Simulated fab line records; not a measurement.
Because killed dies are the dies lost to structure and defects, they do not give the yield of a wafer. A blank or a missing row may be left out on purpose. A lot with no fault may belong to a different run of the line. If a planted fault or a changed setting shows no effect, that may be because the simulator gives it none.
fab line records | flow sky130
record: lots: 7 | wafers: 21 | lastDay: 49
route steps=708 shown NWELL@59
lots with no fault: from the same line, run without faults
startH: hours from the record's first day to the start of the lot's first wafer shown | waitH: time in hours since the lot's previous step | " the same as in the row above | L1.1+2: a single row standing in for several wafers | - no value, or no start given | * or withheld: withheld | < > ~ a bound
route shown NAME@n: names a module that has steps shown in the file, with the first one's number in the route | usual: mean/standard deviation taken from wafers without a fault | same: alike in all rows | chamber/n: place in a boat | sites: each site's reading | _std_site: standard deviation across them | _edge_site: mean of outer sites minus mean of inner sites | radiusMm: how far each site lies from the wafer's centre | mask NAME#n: copy n | behind: tool/chamber where the wafer was last shaped | hold: the reason the lot was held/the length of the hold in hours/how it ended | device: which transistor (n, p or np) failed to switch | end of line: the tests these same wafers got at the end of their route | a step with no rows: only its recipe | killed: dies lost to structure and defects at the first sort, not the wafer's yield | map: dies across one wafer; x = killed, . = not, _ = none there
set.NAME: the setting that was run; set.NAME@STEP: the one run at that earlier step | model.NAME: the simulator's own value behind a step, which no gauge read
certain route steps with their lots: each step a table, each wafer a row
services: a tool's chamber out of use, with start hour (startH, from the record's first day; less than 0 if before it), hours out, and reason
== steps ==
step: SKY_NWELL_SOFTBAKE_06
recipe: tempC: 110 | timeS: withheld
step: SKY_NWELL_EXPOSE_07
recipe: maskId: NWM | na: 0.6 | sourceShape: conventional | sigmaOuter: 0.6 | polarization: unpolarized | targetCdNm: 840 | doseMj: 255
step: SKY_NWELL_PEB_08
recipe: tempC: 115 | timeS: withheld
step: SKY_NWELL_DEVELOP_09
recipe: wallAngleDeg: 90 | developer: TMAH | developTimeS: 60 | devTempC: 23
step: SKY_NWELL_OVL_MEAS_10
usual: NWELL_00_OVL: 0.3/1.4
lot.wafer | tool       | chamber | startH | waitH | NWELL_00_OVL[nm]
L182.1    | overlay-02 | -       | 84.07  | -     | -1.4
L182.4    | "          | -       | "      | "     | 0.5
L182.5    | "          | -       | "      | "     | -1.8
L191.2    | overlay-01 | -       | 139.22 | -     | 0.0
L191.4    | "          | -       | "      | "     | -1.6
L191.6    | "          | -       | "      | "     | 1.4
L192.2    | overlay-02 | -       | 143.74 | -     | 0.4
L192.4    | "          | -       | "      | "     | 1.1
L192.6    | "          | -       | "      | "     | 0.3
L193.3    | overlay-01 | -       | 153.23 | -     | 0.6
L193.5    | "          | -       | "      | "     | 0.8
L193.6    | "          | -       | "      | "     | 1.5
L194.2    | overlay-02 | -       | 153.99 | -     | 0.4
L194.4    | "          | -       | "      | "     | -0.6
L194.5    | "          | -       | "      | "     | 1.8
L199.1    | overlay-01 | -       | 186.22 | -     | -1.7
L199.4    | "          | -       | "      | "     | -1.5
L199.6    | "          | -       | "      | "     | -0.6
L203.2    | overlay-02 | -       | 208.59 | -     | 4.2
L203.3    | "          | -       | "      | "     | 1.7
L203.4    | "          | -       | "      | "     | 1.9
step: SKY_NWELL_IMPLANT_11
recipe: species: P | energyKev: 400 | doseCm2: 1.9e+13 | tiltDeg: withheld
step: SKY_NWELL_IMPLANT_12
recipe: species: P | energyKev: 120 | doseCm2: 1.3e+12 | tiltDeg: withheld
step: SKY_NWELL_IMPLANT_13
recipe: species: P | energyKev: 50 | doseCm2: 7e+11 | tiltDeg: withheld
step: SKY_NWELL_STRIP_14
recipe: chemistry: O2/N2 | powerW: 1400 | pressureMtorr: 1500 | platenTempC: withheld | o2FlowSccm: 3000 | n2FlowSccm: 300 | overashFraction: 0.5
usual: drypumpMotorCurrentA: 6.0/0.34 | oesProductAu: 0.722/0.0045 | stripTimeToEndpointS: 36.96/0.1
lot.wafer | tool           | chamber | startH | waitH | drypumpMotorCurrentA | oesProductAu | rfHoursCounterH | stripTimeToEndpointS
L182.1    | plasmaAsher-03 | 1       | 84.55  | 0.1   | 6.4                  | 0.723        | 36              | 36.89
L182.4    | "              | 0       | "      | "     | 5.4                  | 0.728        | -               | 36.88
L182.5    | "              | 0       | "      | "     | 5.4                  | 0.727        | -               | 36.84
L191.2    | plasmaAsher-01 | 1       | 139.70 | 0.1   | 5.6                  | 0.721        | 47              | 36.92
L191.4    | "              | 1       | "      | "     | 5.6                  | 0.722        | -               | 36.82
L191.6    | "              | 0       | "      | "     | 6.3                  | 0.723        | -               | 36.90
L192.2    | plasmaAsher-01 | 1       | 144.22 | 0.1   | 5.6                  | 0.720        | 47              | 37.10
L192.4    | "              | 1       | "      | "     | 5.6                  | 0.724        | -               | 37.21
L192.6    | "              | 1       | "      | "     | 5.6                  | 0.718        | -               | 36.99
L193.3    | plasmaAsher-01 | 0       | 153.73 | 0.1   | 6.2                  | 0.726        | -               | 36.97
L193.5    | "              | 1       | "      | "     | 5.6                  | 0.726        | -               | 37.01
L193.6    | "              | 0       | "      | "     | 6.2                  | 0.719        | -               | 36.97
L194.2    | plasmaAsher-01 | 0       | 154.47 | 0.1   | 6.3                  | 0.717        | 48              | 36.98
L194.4    | "              | 0       | "      | "     | 6.3                  | 0.730        | -               | 36.99
L194.5    | "              | 1       | "      | "     | 5.6                  | 0.724        | -               | 36.94
L199.1    | plasmaAsher-02 | 1       | 186.70 | 0.1   | 6.2                  | 0.719        | 37              | 37.04
L199.4    | "              | 1       | "      | "     | 6.3                  | 0.728        | -               | 37.07
L199.6    | "              | 0       | "      | "     | 6.1                  | 0.721        | -               | 36.93
L203.2    | plasmaAsher-02 | 1       | 209.07 | 0.1   | 6.2                  | 0.720        | 39              | 36.90
L203.3    | "              | 1       | "      | "     | 6.3                  | 0.728        | -               | 36.91
L203.4    | "              | 0       | "      | "     | 6.1                  | 0.725        | -               | 36.94
step: SKY_NWELL_TW_MEAS_15
usual: NWELL_TW: 1839/15
lot.wafer | tool         | chamber | startH | waitH | NWELL_TW
L182.1    | filmMetro-03 | -       | 84.65  | 0.1   | 1848
L182.4    | "            | -       | "      | "     | 1845
L182.5    | "            | -       | "      | "     | 1854
L191.2    | filmMetro-04 | -       | 139.81 | 0.1   | 1829
L191.4    | "            | -       | "      | "     | 1832
L191.6    | "            | -       | "      | "     | 1838
L192.2    | filmMetro-01 | -       | 144.33 | 0.1   | 1840
L192.4    | "            | -       | "      | "     | 1841
L192.6    | "            | -       | "      | "     | 1847
L193.3    | filmMetro-03 | -       | 153.82 | 0.1   | 1866
L193.5    | "            | -       | "      | "     | 1862
L193.6    | "            | -       | "      | "     | 1850
L194.2    | filmMetro-01 | -       | 154.58 | 0.1   | 1835
L194.4    | "            | -       | "      | "     | 1828
L194.5    | "            | -       | "      | "     | 1844
L199.1    | filmMetro-01 | -       | 186.80 | 0.1   | 1849
L199.4    | "            | -       | "      | "     | 1860
L199.6    | "            | -       | "      | "     | 1845
L203.2    | filmMetro-04 | -       | 209.18 | 0.1   | 1815
L203.3    | "            | -       | "      | "     | 1818
L203.4    | "            | -       | "      | "     | 1822
step: SKY_NWELL_DEHYDRATE_16
recipe: tempC: 200 | timeS: 60
step: SKY_NWELL_HMDS_17
recipe: primeTimeS: 60 | primeTempC: 120
step: SKY_NWELL_COAT_18
recipe: spinRpm: 2000 | resistThkNm: 3000
usual: chillPlateTempC: 23.00/0.1 | dispensePressureKPa: 49/4.4
lot.wafer | tool          | chamber | startH | waitH | chillPlateTempC | dispensePressureKPa
L182.1    | lithoTrack-01 | 0       | 92.63  | 0.1   | 23.07           | 56
L182.4    | "             | 0       | "      | "     | 23.14           | 56
L182.5    | "             | 0       | "      | "     | 23.02           | 56
L191.2    | lithoTrack-03 | -       | 147.31 | 0.1   | -               | -
L191.4    | "             | -       | "      | "     | -               | -
L191.6    | "             | -       | "      | "     | -               | -
L192.2    | lithoTrack-02 | -       | 153.54 | 0.1   | -               | -
L192.4    | "             | -       | "      | "     | -               | -
L192.6    | "             | -       | "      | "     | -               | -
L193.3    | lithoTrack-02 | -       | 163.87 | 0.1   | -               | -
L193.5    | "             | -       | "      | "     | -               | -
L193.6    | "             | -       | "      | "     | -               | -
L194.2    | lithoTrack-01 | 0       | 165.05 | 0.1   | 23.10           | 56
L194.4    | "             | 0       | "      | "     | 23.03           | 56
L194.5    | "             | 0       | "      | "     | 23.21           | 56
L199.1    | lithoTrack-01 | 0       | 197.23 | 0.1   | 22.91           | 56
L199.4    | "             | 0       | "      | "     | 23.04           | 56
L199.6    | "             | 0       | "      | "     | 23.10           | 56
L203.2    | lithoTrack-02 | 0       | 219.84 | 0.1   | 22.88           | 47
L203.3    | "             | 0       | "      | "     | 23.03           | 47
L203.4    | "             | 0       | "      | "     | 23.00           | 47
step: SKY_NWELL_SOFTBAKE_19
recipe: tempC: 110 | timeS: withheld
step: SKY_NWELL_EXPOSE_20
recipe: maskId: NWM_COMPLEMENT | na: 0.6 | sourceShape: conventional | sigmaOuter: 0.6 | polarization: unpolarized | targetCdNm: 840 | doseMj: 260
step: SKY_NWELL_PEB_21
recipe: tempC: 115 | timeS: withheld
step: SKY_NWELL_DEVELOP_22
recipe: wallAngleDeg: 90 | developer: TMAH | developTimeS: 60 | devTempC: 23
step: SKY_NWELL_OVL_MEAS_23
usual: NWELL_01_OVL: -0.2/1.5
lot.wafer | tool       | chamber | startH | waitH | NWELL_01_OVL[nm]
L182.1    | overlay-02 | -       | 101.37 | -     | 0.1
L182.4    | "          | -       | "      | "     | 0.4
L182.5    | "          | -       | "      | "     | -0.3
L191.2    | overlay-02 | -       | 157.94 | -     | -
L191.4    | "          | -       | "      | "     | -
L191.6    | "          | -       | "      | "     | -
L192.2    | overlay-01 | -       | 164.44 | -     | -
L192.4    | "          | -       | "      | "     | -
L192.6    | "          | -       | "      | "     | -
L193.3    | overlay-01 | -       | 174.15 | -     | -
L193.5    | "          | -       | "      | "     | -
L193.6    | "          | -       | "      | "     | -
L194.2    | overlay-01 | -       | 175.27 | -     | -1.9
L194.4    | "          | -       | "      | "     | -2.0
L194.5    | "          | -       | "      | "     | -2.3
L199.1    | overlay-01 | -       | 208.52 | -     | -1.8
L199.4    | "          | -       | "      | "     | -3.0
L199.6    | "          | -       | "      | "     | -3.0
L203.2    | overlay-02 | -       | 231.48 | -     | -1.1
L203.3    | "          | -       | "      | "     | -1.3
L203.4    | "          | -       | "      | "     | -0.7
step: SKY_NWELL_IMPLANT_24
recipe: species: B | energyKev: 140 | doseCm2: 9.2e+12 | tiltDeg: withheld
== services ==
tool           | chamber | startH | hours | kind
plasmaAsher-01 | -       | 95.98  | 0.7   | repair
plasmaAsher-01 | -       | 172.80 | 12.2  | repair
== key ==
firstSign: step: SKY_NWELL_COAT_18 | reading: toolRecord | direction: missing
effect: step: SKY_NWELL_OVL_MEAS_23 | reading: NWELL_01_OVL | direction: missing
metAt SKY_NWELL_COAT_18
struckWafers L191.2,L191.4,L191.6,L192.2,L192.4,L192.6,L193.3,L193.5,L193.6
sortLeftOut L191.2,L191.4,L191.6,L192.2,L192.4,L192.6,L193.3,L193.5,L193.6
testerLeftOut L191,L192,L193
fault: kind: skippedStepWhole | tool: lithoTrack-02,lithoTrack-03 | chamber: - | onsetH: 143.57 | steps: SKY_NWELL_COAT_18 | scope: struckLotsOnly
testerLeftOut: of these lots the tester's yield and bins aren't shown, on N5 and GAA mostly nor the transistor test; their killed dies are dies lost to structure and defects alone, not to doping, threshold or leakage, so they don't give the yield
sortLeftOut: the simulated sort isn't trusted on such a fault, so these wafers' sort isn't shown, and their yield isn't known
